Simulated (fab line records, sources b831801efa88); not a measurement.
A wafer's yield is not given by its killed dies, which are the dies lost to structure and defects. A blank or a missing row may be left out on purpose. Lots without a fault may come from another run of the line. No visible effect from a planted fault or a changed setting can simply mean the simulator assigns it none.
Shared-tool check	flow sky130	Sampled: 12 lots, 36 wafers

== WHY THIS WAS OPENED ==
SKY_VIA2_THK_MEAS_01, reading VIA2_HDPCVD_THK: flagged on 3 of 12 lots. Fault-free wafers read 1178 nm, with a standard deviation of 11.
Rule: a lot gets a flag if all its wafers with a number sit over 4 standard deviations from that mean, or if no wafer of it has a number. All remaining lots are regarded as sound.

lot	measured	on	VIA2_HDPCVD_THK (nm), wafer by wafer	flag
L702	day 35 18:18	film_metro-02	1160 1152 1177	
L703	day 35 20:25	film_metro-04	1175 1168 1164	
L705	day 36 18:01	film_metro-04	1178 1174 1188	
L706	day 36 23:37	film_metro-01	1198 1200 1182	
L707	day 37 00:35	film_metro-02	1200 1188 1192	
L709	day 37 12:49	film_metro-04	1765 1760 1759	FLAGGED
L708	day 37 14:45	film_metro-01	1768 1781 1778	FLAGGED
L711	day 38 07:53	film_metro-04	1774 1771 1774	FLAGGED
L718	day 40 10:10	film_metro-04	1166 1177 1186	
L722	day 41 05:24	film_metro-02	1167 1178 1174	
L723	day 41 16:41	film_metro-04	1185 1190 1182	
L724	day 42 01:08	film_metro-04	1178 1175 1159	
The numbers of the flagged lots are 1770 nm on average: +592 nm against the usual, or +54 standard deviations.

== WHICH TOOL RAN EACH LOT ==
The record holds 3 process steps before the reading, out of a route of 708 steps. Cell contents, in order: the tool; ch with the chambers the sampled wafers went through; the start.
lot	flag	SKY_METAL2_SPUTTER_02	SKY_METAL2_STRIP_20	SKY_VIA2_HDPCVD_00
L702		pvd_sputter-04, day 34 15:01	plasma_asher-03 ch 1, day 35 17:35	hdpcvd-01 ch 0,2, day 35 18:11
L703		pvd_sputter-02, day 34 16:52	plasma_asher-03 ch 0,1, day 35 19:37	hdpcvd-02 ch 1,2, day 35 20:13
L705		pvd_sputter-04, day 35 14:38	plasma_asher-02 ch 0,1, day 36 17:13	hdpcvd-02 ch 1,2, day 36 17:49
L706		pvd_sputter-02, day 35 20:34	plasma_asher-03 ch 0,1, day 36 22:50	hdpcvd-01 ch 1,2, day 36 23:29
L707		pvd_sputter-03, day 35 20:55	plasma_asher-01 ch 0,1, day 36 23:47	hdpcvd-02 ch 0,2, day 37 00:28
L709	FLAGGED	pvd_sputter-04, day 36 09:18	plasma_asher-02 ch 0,1, day 37 12:05	hdpcvd-02 ch 0,1,2, day 37 12:41
L708	FLAGGED	pvd_sputter-02, day 36 11:11	plasma_asher-02 ch 0,1, day 37 14:01	hdpcvd-02 ch 1,2, day 37 14:37
L711	FLAGGED	pvd_sputter-03, day 37 05:10	plasma_asher-03 ch 0,1, day 38 07:10	hdpcvd-02 ch 0,1, day 38 07:46
L718		pvd_sputter-04, day 39 08:01	plasma_asher-03 ch 0, day 40 09:24	hdpcvd-01 ch 0,2, day 40 10:02
L722		pvd_sputter-02, day 40 03:41	plasma_asher-03 ch 0,1, day 41 04:40	hdpcvd-01 ch 1,2, day 41 05:16
L723		pvd_sputter-02, day 40 15:55	plasma_asher-02 ch 0,1, day 41 15:55	hdpcvd-01 ch 0,1, day 41 16:33
L724		pvd_sputter-02, day 40 23:59	plasma_asher-03 ch 0,1, day 42 00:20	hdpcvd-01 ch 0,1,2, day 42 00:59
These steps, and what they do:
- SKY_METAL2_SPUTTER_02: material AlCu, target thk 250 nm, time 13.3 s.
- SKY_METAL2_STRIP_20: strips in O2/N2.
- SKY_VIA2_HDPCVD_00: deposits SiO2, target thk 1180 nm, time 196.7 s.
- SKY_VIA2_THK_MEAS_01

== FLAGGED AGAINST TOTAL, ONE TOOL AT A TIME (gauges that did the reading follow at the end) ==
step	tool	lots run	flagged	share of the flagged lots	sound lots run after its first flagged lot
SKY_METAL2_SPUTTER_02	pvd_sputter-02	6	1	some	3 (L722,L723,L724)
SKY_METAL2_SPUTTER_02	pvd_sputter-03	2	1	some	0
SKY_METAL2_SPUTTER_02	pvd_sputter-04	4	1	some	1 (L718)
SKY_METAL2_STRIP_20	plasma_asher-01	1	0	none	-
SKY_METAL2_STRIP_20	plasma_asher-02	4	2	some	1 (L723)
SKY_METAL2_STRIP_20	plasma_asher-03	7	1	some	3 (L718,L722,L724)
SKY_VIA2_HDPCVD_00	hdpcvd-01	6	0	none	-
SKY_VIA2_HDPCVD_00	hdpcvd-02	6	3	all	0
SKY_VIA2_THK_MEAS_01	film_metro-01	2	1	some	0
SKY_VIA2_THK_MEAS_01	film_metro-02	3	0	none	-
SKY_VIA2_THK_MEAS_01	film_metro-04	7	2	some	3 (L718,L723,L724)

== WHAT THE TABLE ALLOWS ==
All flagged lots share 1 row of the table, namely hdpcvd-02 at SKY_VIA2_HDPCVD_00.
- hdpcvd-02 at SKY_VIA2_HDPCVD_00 ran 6 lots, 3 of them flagged. A fault beginning between L707 (day 37 00:28), its last sound lot, and L709 (day 37 12:41), its first flagged one, fits the data. Its own readings lie more than 4 standard deviations out on every wafer of the flagged lots: sih4_flow_sccm.
One tool is left: hdpcvd-02 at SKY_VIA2_HDPCVD_00.

== WHAT THE SIMULATOR HAD PUT IN ==
Drift in process parameters on hdpcvd-02 at SKY_VIA2_HDPCVD_00, starting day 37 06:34. Setting sih4_flow_sccm shifted by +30 from 60. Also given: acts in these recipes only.
Struck lots among those shown: L709, L708, L711. The rule given above showed the same thing.
